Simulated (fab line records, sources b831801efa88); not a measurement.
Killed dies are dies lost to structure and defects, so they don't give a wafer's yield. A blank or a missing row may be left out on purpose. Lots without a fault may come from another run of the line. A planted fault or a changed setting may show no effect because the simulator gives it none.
Problem report in the 8D (eight disciplines) form, filled by code | flow sky130 | the parts of the form that need people (team, actions taken, sign-off) are left out

1. THE PROBLEM
oes_product_au at SKY_VIA2_ETCH_15 reads a mean of 0.997 a.u. on 3 wafers of 2 lots; wafers without a fault read 0.940 a.u. with a standard deviation of 0.0044. That is +13 standard deviations from the usual mean.
The step: etches SiO2 in C4F8/O2/Ar, stops on TiN, target depth 546 nm, time 84 s.
First seen on wafer L183.1, day 42 07:55, on rie_diel-03. The record holds 36 wafers of 12 lots with a number at this step. Rule for "out", or "out of limits": more than 4 standard deviations from the usual mean. The other wafers with a number count as sound.

2. WHAT IT IS AND WHAT IT IS NOT
question                    | is                       | is not
which readings at this step | oes_product_au           | -
which lots                  | L183, L185               | L164, L165, L166, L168, L169, L170, L171, L173, L174, L186
which wafers of those lots  | L183.1, L183.5, L185.3   | L183.6, L185.2, L185.6
read on which tools         | rie_diel-01, rie_diel-03 | rie_diel-04
when                        | from day 42 07:55        | up to then (28 sound wafers); but 5 sound wafers of L185, L186 came after

3. SUSPECTS, AND WHAT RULES EACH OUT
Counting: a tool at a process step up to the reading stays a suspect if it ran every lot that is out. Sound lots after the first of them don't rule it out here, since some wafers of a struck lot are sound.
- pvd_sputter-01 at SKY_METAL1_SPUTTER_03 (material Ti, target thk 5 nm, time 3.3 s): kept. It ran every lot that is out, first L183 (day 37 23:30); its last sound lot up to then is L174 (day 35 03:22).
- cmp-02 at SKY_VIA2_CMP_02 (polishes SiO2): kept. It ran every lot that is out, first L183 (day 41 07:11); its last sound lot up to then is L166 (day 36 04:48).
Left after counting: pvd_sputter-01 at SKY_METAL1_SPUTTER_03, cmp-02 at SKY_VIA2_CMP_02.

4. THE CAUSE (what the simulator had put in)
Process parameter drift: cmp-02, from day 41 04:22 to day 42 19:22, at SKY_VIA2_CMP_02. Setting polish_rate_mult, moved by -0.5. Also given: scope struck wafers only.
Counting left 2 suspects, and this tool is among them.

5. THE CHAIN OF EFFECTS, in route order
Each row: a reading whose mean over the struck wafers that have a number lies more than 3 standard deviations from the usual. Only readings for which the record gives a usual standard deviation are gone through. hours: the time from each lot's start at the first step in this table that gives one to its start at this step, as a median over the lots. sigmas: the change in usual standard deviations.
hours | step             | reading        | usual      | on struck wafers | change | sigmas
0     | SKY_VIA2_ETCH_15 | oes_product_au | 0.940 a.u. | 0.997            | +0.057 | +13
The process steps in it:
- SKY_VIA2_ETCH_15: etches SiO2 in C4F8/O2/Ar, stops on TiN, target depth 546 nm, time 84 s.

6. WHAT WOULD HAVE CAUGHT IT SOONER
In this record the first reading out of limits was taken at day 42 07:55, 28 hours after the fault began at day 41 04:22.
Of the tool readings at SKY_VIA2_CMP_02 for which the record gives a usual standard deviation, none was out on any struck wafer, so an alarm limit of 4 standard deviations on them would not have fired.
All the lots that are out (2) had begun SKY_VIA2_CMP_02 on cmp-02 by day 42 07:55. A hold on the tool at that time would have spared none of them.
